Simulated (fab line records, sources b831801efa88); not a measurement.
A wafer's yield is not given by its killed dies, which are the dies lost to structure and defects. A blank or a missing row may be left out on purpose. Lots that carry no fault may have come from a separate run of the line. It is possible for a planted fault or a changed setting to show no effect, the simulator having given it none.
One fault through the eyes of 2 desks ; flow sky130 ; what lay behind the numbers comes last; until then each desk has only its own

== METROLOGY DESK ==
Means of the sampled wafers that have a number, per lot and without regard to the tool the lot ran on: this is what the gauges read. A lot is out of limits, marked OUT, if its mean lies more than 4 standard deviations from the usual mean; the brackets give that distance.
Columns: A = cd nm at SKY_POLY_CUT_CD_MEAS_08, usual 270.0 nm; B = SD_P_OVL at SKY_SD_P_OVL_MEAS_08, usual 0.5 nm; C = SD_N_RS at SKY_SD_N_RS_MEAS_16, usual 68.51 ohm/sq; D = SD_P_RS at SKY_SD_N_RS_MEAS_17, usual 146.9 ohm/sq
lot;first seen here;A;B;C;D
L214;day 24 04:47;268.8;0.7;68.61;147.2
L215;day 24 13:19;270.0;0.7;68.38;146.6
L216;day 25 04:56;269.3;-0.3;68.71;147.4
L218;day 25 22:33;270.5;-2.0;68.64;147.3
L220;day 26 04:08;270.0;-0.4;68.26;146.7
L221;day 27 00:26;270.1;-0.4;68.48;146.7
L223;day 27 07:17;269.7;0.4;68.70;147.6
L228;day 29 01:36;271.0;0.6;68.33;146.2
L230;day 29 21:37;272.1;-2.2;67.44 (-6.7) OUT;142.6 (-10) OUT
L233;day 30 21:24;271.5;2.1;68.43;146.6
L235;day 31 00:42;270.6;-0.2;68.55;146.9
L237;day 31 18:08;270.3;1.7;68.53;147.0
This desk finds L230 out of limits, with the earliest case on L230 at day 33 08:26 (SD_N_RS at SKY_SD_N_RS_MEAS_16). Within limits: L214, L215, L216, L218, L220, L221, L223, L228, L233, L235, L237.

== DESK OF THE TOOL OWNER: rtp anneal-02 ==
At SKY_SD_N_RTA_14 (time 2 s), the tool's own readings, given per lot that ran on this tool as the mean of the sampled wafers with a number. A lot is out of limits, marked OUT, if its mean lies more than 4 standard deviations from the usual mean; the brackets give that distance.
Columns: A = chamber o2 ppm at SKY_SD_N_RTA_14, usual 2.003; B = lamp power pct at SKY_SD_N_RTA_14, usual 15.73 %; C = wafer_temp_C_max at SKY_SD_N_RTA_14, usual 1078.1
lot;first seen here;A;B;C
L214;day 27 20:32;1.987;15.71;1078.1
L216;day 28 19:58;2.027;15.68;1076.7
L218;day 29 12:20;2.004;15.75;1079.0
L220;day 29 17:33;2.001;15.73;1078.2
L228;day 32 13:34;2.001;15.75;1077.5
L230;day 33 08:13;2.020;15.79;1084.0 (+4.5) OUT
This desk finds L230 out of limits, L230 being first, at day 33 08:13 (wafer_temp_C_max at SKY_SD_N_RTA_14). Within limits: L214, L216, L218, L220, L228.

== TAKEN TOGETHER ==
The tool owner's desk had the chance to raise an alarm at day 33 08:13 on L230.
An alarm was possible from the metrology desk at day 33 08:26, on L230.
The lots listed all ran SKY_SD_N_RTA_14 on rtp anneal-02.

== WHAT THE SIMULATOR PUT IN ==
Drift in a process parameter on rtp anneal-02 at SKY_SD_N_RTA_14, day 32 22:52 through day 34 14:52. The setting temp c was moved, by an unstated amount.
Struck lots among those shown: L230.
Hours from the fault's start to each desk's first reading out of limits: the tool owner's desk, 9; the metrology desk, 10.
